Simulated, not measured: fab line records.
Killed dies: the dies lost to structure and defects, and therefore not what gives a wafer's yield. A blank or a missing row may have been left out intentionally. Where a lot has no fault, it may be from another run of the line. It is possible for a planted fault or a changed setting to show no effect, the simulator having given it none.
fab line records | flow gf180mcu
record: lots: 13 wafers: 39 lastDay: 35
route steps=602 shown POLY_GATE@169 HV_LDD@198
lots that met no fault: from a run of the same line without faults
startH: hours from the record's first day to the start of the lot's first wafer shown | waitH: hours from the lot's prior step to this one | " as in the row above | L1.1+2: a single row standing in for several wafers | - value missing, or start not given | * or withheld: withheld | < > ~ a bound
route shown NAME@n: a module of which the file shows steps, and the number in the route of the first | usual: mean/standard deviation of fault-free wafers | same: alike in all rows | chamber/n: place in a boat | sites: readings site by site | _std_site: how widely they spread, as a standard deviation | _edge_site: mean of outer sites minus mean of inner sites | radiusMm: for every site, how far away it sits from the centre of the wafer | mask NAME#n: copy n | behind: the most recent tool/chamber to have shaped the wafer | hold: why the lot was held/for how many hours/how that ended | device: the n, p or np transistor that did not switch | end of line: the tests these same wafers got at the end of their route | for a step that has no rows: nothing shown but its recipe | killed: not the wafer's yield, but the dies lost to structure and defects at the first sort | map: the dies of a wafer, with x for killed, . for not killed, _ for no die there
set.NAME: the setting that was run; set.NAME@STEP: the one run at that earlier step | model.NAME: the simulator's own value behind a step, which no gauge read
a sample of lots followed through the steps of the route, with each step as a table and each wafer as a row
services: when a tool's chamber went out of use (startH, in hours from the record's first day, below 0 if earlier), for how many hours, and the reason
== steps ==
step: GF_POLY_GATE_ETCH_12
recipe: chemistry: N2/H2 targetDepthA: withheld overetchA: withheld timeS: withheld target: BARC ionEnergyEv: 200 sourceW: 500 biasW: 100 pressureMtorr: 30 n2FlowSccm: 100 h2FlowSccm: 200
usual: drypumpMotorCurrentA: 5.6/0.37 h2FlowSccm: 199.9/0.63 oesProductAu: 0.736/0.0047 throttleValvePct: 13.214/0.0082
columns lot.wafer tool chamber startH waitH drypumpMotorCurrentA h2FlowSccm oesProductAu throttleValvePct
L192.1 rieDiel-01 3 208.00 0.0 5.6 198.7 0.735 13.215
L192.2 " 0 " " 5.8 198.8 0.739 13.215
L192.4 " 1 " " 5.8 199.9 0.735 13.216
L193.1 rieDiel-02 3 214.28 0.0 5.1 199.7 0.735 13.209
L193.5 " 2 " " 5.7 199.7 0.740 13.215
L193.6 " 1 " " 4.9 200.2 0.733 13.227
L195.2 rieDiel-02 0 227.66 0.0 5.8 200.0 0.735 13.206
L195.3 " 2 " " 5.7 199.8 0.732 13.217
L195.4 " 1 " " 4.8 199.2 0.735 13.201
L196.1 rieDiel-01 1 235.05 0.0 5.9 200.0 0.735 13.223
L196.2 " 2 " " 6.0 200.2 0.741 13.227
L196.3 " 0 " " 5.7 199.5 0.739 13.203
L198.1 rieDiel-04 3 248.66 0.0 5.2 200.6 0.732 13.219
L198.3 " 2 " " 5.5 199.5 0.738 13.225
L198.4 " 0 " " 5.4 200.8 0.733 13.215
L199.2 rieDiel-02 1 254.25 0.0 4.9 199.9 0.731 13.216
L199.3 " 2 " " 5.7 200.0 0.735 13.210
L199.5 " 1 " " 4.9 198.6 0.736 13.208
L200.1 rieDiel-01 0 264.60 0.0 5.8 199.7 0.737 13.205
L200.2 " 1 " " 5.9 200.9 0.738 13.225
L200.4 " 3 " " 5.6 199.5 0.740 13.224
L202.4 rieDiel-02 0 274.30 0.0 5.8 200.1 0.739 13.227
L202.5 " 1 " " 4.9 200.7 0.742 13.217
L202.6 " 0 " " 5.8 200.0 0.739 13.204
L210.1 rieDiel-01 0 338.16 0.0 5.8 200.4 0.740 13.193
L210.2 " 2 " " 6.0 199.4 0.728 13.230
L210.5 " 2 " " 6.0 198.8 0.737 13.214
L211.2 rieDiel-01 0 342.96 0.0 5.8 199.9 0.740 13.215
L211.4 " 2 " " 6.0 200.1 0.729 13.221
L211.6 " 0 " " 5.8 200.0 0.737 13.208
L212.1 rieDiel-02 1 348.11 0.0 4.9 199.4 0.723 13.221
L212.5 " 0 " " 5.8 199.5 0.735 13.222
L212.6 " 1 " " 4.9 199.7 0.734 13.201
L214.1 rieDiel-04 2 363.56 0.0 5.5 200.2 0.742 13.202
L214.5 " 3 " " 5.2 200.8 0.739 13.204
L214.6 " 2 " " 5.5 200.8 0.732 13.211
L215.1 rieDiel-01 3 370.81 0.0 5.6 200.5 0.730 13.210
L215.2 " 1 " " 5.9 199.5 0.726 13.226
L215.4 " 2 " " 6.0 200.2 0.728 13.217
step: GF_POLY_GATE_CD_MEAS_18
usual: cdNm: 279.7/1.8
columns lot.wafer tool chamber startH waitH cdNm
L192.1 cdSem-02 - 210.40 0.1 280.6
L192.2 " - " " 279.2
L192.4 " - " " 279.9
L193.1 cdSem-02 - 215.88 0.1 278.2
L193.5 " - " " 282.8
L193.6 " - " " 280.9
L195.2 cdSem-02 - 229.26 0.1 282.1
L195.3 " - " " 280.3
L195.4 " - " " 283.3
L196.1 cdSem-01 - 236.98 0.1 279.2
L196.2 " - " " 278.4
L196.3 " - " " 280.3
L198.1 cdSem-01 - 250.28 0.1 281.5
L198.3 " - " " 279.3
L198.4 " - " " 282.0
L199.2 cdSem-01 - 256.40 0.1 279.3
L199.3 " - " " 280.4
L199.5 " - " " 279.4
L200.1 cdSem-01 - 266.17 0.1 280.3
L200.2 " - " " 281.0
L200.4 " - " " 280.2
L202.4 cdSem-02 - 276.21 0.1 281.8
L202.5 " - " " 281.5
L202.6 " - " " 280.4
L210.1 cdSem-01 - 340.42 0.1 279.8
L210.2 " - " " 279.5
L210.5 " - " " 279.8
L211.2 cdSem-01 - 344.55 0.1 277.6
L211.4 " - " " 277.3
L211.6 " - " " 277.7
L212.1 cdSem-01 - 349.72 0.1 282.8
L212.5 " - " " 279.5
L212.6 " - " " 281.4
L214.1 cdSem-02 - 365.13 0.1 276.7
L214.5 " - " " 279.0
L214.6 " - " " 280.7
L215.1 cdSem-01 - 373.74 0.1 278.9
L215.2 " - " " 280.8
L215.4 " - " " 278.1
step: GF_HV_LDD_STRIP_22
recipe: chemistry: O2/N2 powerW: 1400 pressureMtorr: 1500 platenTempC: 250 o2FlowSccm: 3000 n2FlowSccm: 300 overashFraction: 0.5
usual: drypumpMotorCurrentA: 5.7/0.46 heaterPowerW: 305/39 oesProductAu: 0.716/0.0048 stripTimeToEndpointS: 12.62/0.035
columns lot.wafer tool chamber startH waitH drypumpMotorCurrentA heaterPowerW oesProductAu rfHoursCounterH stripTimeToEndpointS
L192.1 plasmaAsher-03 0 249.11 0.1 6.0 306 0.721 46 12.63
L192.2 " 1 " " 5.6 278 0.707 46 12.61
L192.4 " 0 " " 6.1 299 0.710 - 12.66
L193.1 plasmaAsher-01 1 254.26 0.1 5.1 315 0.713 59 12.66
L193.5 " 0 " " 5.6 262 0.718 - 12.67
L193.6 " 1 " " 5.1 321 0.717 - 12.64
L195.2 plasmaAsher-01 1 269.16 0.1 5.1 319 0.719 61 12.63
L195.3 " 0 " " 5.6 263 0.706 - 12.63
L195.4 " 1 " " 5.1 315 0.708 - 12.65
L196.1 plasmaAsher-02 1 275.71 0.1 6.1 309 0.713 17 12.67
L196.2 " 0 " " 6.5 394 0.719 17 12.64
L196.3 " 1 " " 6.1 296 0.720 - 12.68
L198.1 plasmaAsher-02 0 291.11 0.1 6.5 392 0.718 19 12.64
L198.3 " 0 " " 6.5 399 0.719 - 12.63
L198.4 " 1 " " 6.1 303 0.720 - 12.60
L199.2 plasmaAsher-02 1 297.34 0.1 6.1 306 0.722 20 12.62
L199.3 " 1 " " 6.1 304 0.715 - 12.63
L199.5 " 1 " " 6.1 304 0.715 - 12.67
L200.1 plasmaAsher-03 1 306.81 0.1 5.6 277 0.709 50 12.58
L200.2 " 0 " " 6.0 311 0.720 50 12.61
L200.4 " 1 " " 5.6 286 0.724 - 12.61
L202.4 plasmaAsher-01 1 318.47 0.1 5.1 322 0.710 - 12.57
L202.5 " 0 " " 5.7 266 0.722 - 12.61
L202.6 " 1 " " 5.1 311 0.720 - 12.58
L210.1 plasmaAsher-01 1 385.99 0.1 5.1 314 0.709 72 12.66
L210.2 " 0 " " 5.6 261 0.715 72 12.64
L210.5 " 0 " " 5.6 270 0.712 - 12.63
L211.2 plasmaAsher-01 0 391.40 0.1 5.6 268 0.718 72 12.60
L211.4 " 1 " " 5.1 316 0.729 - 12.64
L211.6 " 0 " " 5.6 263 0.719 - 12.63
L212.1 plasmaAsher-01 0 396.00 0.1 5.6 266 0.718 73 12.57
L212.5 " 1 " " 5.1 311 0.717 - 12.57
L212.6 " 0 " " 5.6 258 0.719 - 12.60
L214.1 plasmaAsher-03 0 412.15 0.1 6.0 297 0.714 61 12.64
L214.5 " 0 " " 6.0 295 0.722 - 12.64
L214.6 " 1 " " 5.6 284 0.721 - 12.61
L215.1 plasmaAsher-03 1 421.79 0.1 5.6 285 0.712 62 12.56
L215.2 " 0 " " 6.1 308 0.718 62 12.62
L215.4 " 1 " " 5.6 286 0.731 - 12.61
step: GF_HV_LDD_IMPLANT_48
recipe: species: B energyKev: 25 doseCm2: 3e+13 tiltDeg: 7
usual: beamEnergyKeV: 24.999/0.0078
columns lot.wafer tool chamber startH waitH beamEnergyKeV
L192.1 implanter-03 0 290.59 0.0 25.006
L192.2 " 0 " " 25.001
L192.4 " 0 " " 25.016
L193.1 implanter-03 0 294.76 0.0 25.006
L193.5 " 0 " " 25.007
L193.6 " 0 " " 24.999
L195.2 implanter-03 0 312.11 0.0 25.003
L195.3 " 0 " " 25.002
L195.4 " 0 " " 24.992
L196.1 implanter-03 0 317.49 0.0 25.003
L196.2 " 0 " " 25.004
L196.3 " 0 " " 24.993
L198.1 implanter-02 0 334.75 0.0 24.995
L198.3 " 0 " " 24.982
L198.4 " 0 " " 25.003
L199.2 implanter-03 0 340.48 0.0 20.293
L199.3 " 0 " " 20.306
L199.5 " 0 " " 20.302
L200.1 implanter-03 0 351.20 0.0 20.300
L200.2 " 0 " " 20.307
L200.4 " 0 " " 20.298
L202.4 implanter-01 0 363.03 0.1 25.006
L202.5 " 0 " " 24.992
L202.6 " 0 " " 24.992
L210.1 implanter-02 0 434.84 0.0 25.008
L210.2 " 0 " " 25.017
L210.5 " 0 " " 25.007
L211.2 implanter-01 0 441.91 0.0 24.999
L211.4 " 0 " " 24.994
L211.6 " 0 " " 24.990
L212.1 implanter-01 0 446.25 0.0 25.014
L212.5 " 0 " " 25.005
L212.6 " 0 " " 25.008
L214.1 implanter-01 0 461.75 0.0 25.005
L214.5 " 0 " " 24.994
L214.6 " 0 " " 25.003
L215.1 implanter-02 0 471.65 0.0 25.000
L215.2 " 0 " " 25.004
L215.4 " 0 " " 25.005
step: GF_HV_LDD_TW_MEAS_50
usual: HV_LDD_4_TW: 567/4.9
columns lot.wafer tool chamber startH waitH HV_LDD_4_TW
L192.1 filmMetro-04 - 290.84 0.1 570
L192.2 " - " " 571
L192.4 " - " " 573
L193.1 filmMetro-02 - 295.01 0.1 558
L193.5 " - " " 559
L193.6 " - " " 560
L195.2 filmMetro-02 - 312.35 0.1 562
L195.3 " - " " 565
L195.4 " - " " 565
L196.1 filmMetro-02 - 317.74 0.1 565
L196.2 " - " " 565
L196.3 " - " " 565
L198.1 filmMetro-02 - 335.00 0.1 566
L198.3 " - " " 566
L198.4 " - " " 561
L199.2 filmMetro-04 - 340.71 0.1 546
L199.3 " - " " 545
L199.5 " - " " 546
L200.1 filmMetro-04 - 351.45 0.1 547
L200.2 " - " " 547
L200.4 " - " " 552
L202.4 filmMetro-03 - 363.23 0.1 566
L202.5 " - " " 568
L202.6 " - " " 569
L210.1 filmMetro-02 - 435.09 0.1 570
L210.2 " - " " 568
L210.5 " - " " 564
L211.2 filmMetro-04 - 442.15 0.1 573
L211.4 " - " " 571
L211.6 " - " " 570
L212.1 filmMetro-04 - 446.50 0.1 572
L212.5 " - " " 574
L212.6 " - " " 571
L214.1 filmMetro-02 - 462.00 0.1 562
L214.5 " - " " 561
L214.6 " - " " 563
L215.1 filmMetro-03 - 471.90 0.1 567
L215.2 " - " " 567
L215.4 " - " " 569
== services ==
columns tool chamber startH hours kind
rieDiel-02 0 201.05 3.2 repair
implanter-02 - 210.74 2.6 repair
implanter-02 - 222.12 3.3 repair
plasmaAsher-02 - 229.50 0.8 repair
rieDiel-01 3 230.05 20.8 repair
rieDiel-01 - 230.75 0.9 repair
rieDiel-02 3 250.53 5.9 repair
plasmaAsher-03 - 255.41 28.2 repair
implanter-02 - 258.41 11.7 repair
implanter-02 - 266.24 2.5 repair
plasmaAsher-01 - 289.07 14.6 pm
rieDiel-02 2 290.94 12.9 repair
implanter-02 - 294.99 5.8 pm
rieDiel-02 - 304.43 0.7 repair
plasmaAsher-01 - 309.36 6.8 repair
rieDiel-01 2 318.19 3.9 repair
rieDiel-01 1 324.19 3.3 repair
implanter-01 - 334.02 3.0 pm
rieDiel-02 1 399.35 2.6 repair
plasmaAsher-01 - 421.25 9.0 pm
rieDiel-01 1 422.78 6.0 repair
rieDiel-01 0 427.57 5.4 repair
rieDiel-01 0 437.40 1.5 repair
rieDiel-01 1 467.62 14.5 repair
== key ==
firstSign: step: GF_HV_LDD_IMPLANT_48 reading: beamEnergyKeV direction: down sigmas: 99+ usual: 24.999 struck: 20.301
effect: step: GF_HV_LDD_TW_MEAS_50 reading: HV_LDD_4_TW direction: down sigmas: 4.1 usual: 567 struck: 547
metAt GF_HV_LDD_IMPLANT_48
struckLots L199,L200
testerLeftOut L199,L200
notActingAt GF_POLY_GATE_ETCH_12,GF_POLY_GATE_CD_MEAS_18,GF_HV_LDD_STRIP_22
onsetBetween 317.49 340.48
fault: kind: processParameterDrift tool: implanter-03 chamber: - onsetH: 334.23 steps: GF_HV_LDD_IMPLANT_48 channel: energyKev offset: -4.6975 shape: step endH: 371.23 actsIn: theseRecipesOnly stated: 25
testerLeftOut: of these lots the tester's yield and bins aren't shown, on N5 and GAA mostly nor the transistor test; their killed dies are dies lost to structure and defects alone, not to doping, threshold or leakage, so they don't give the yield
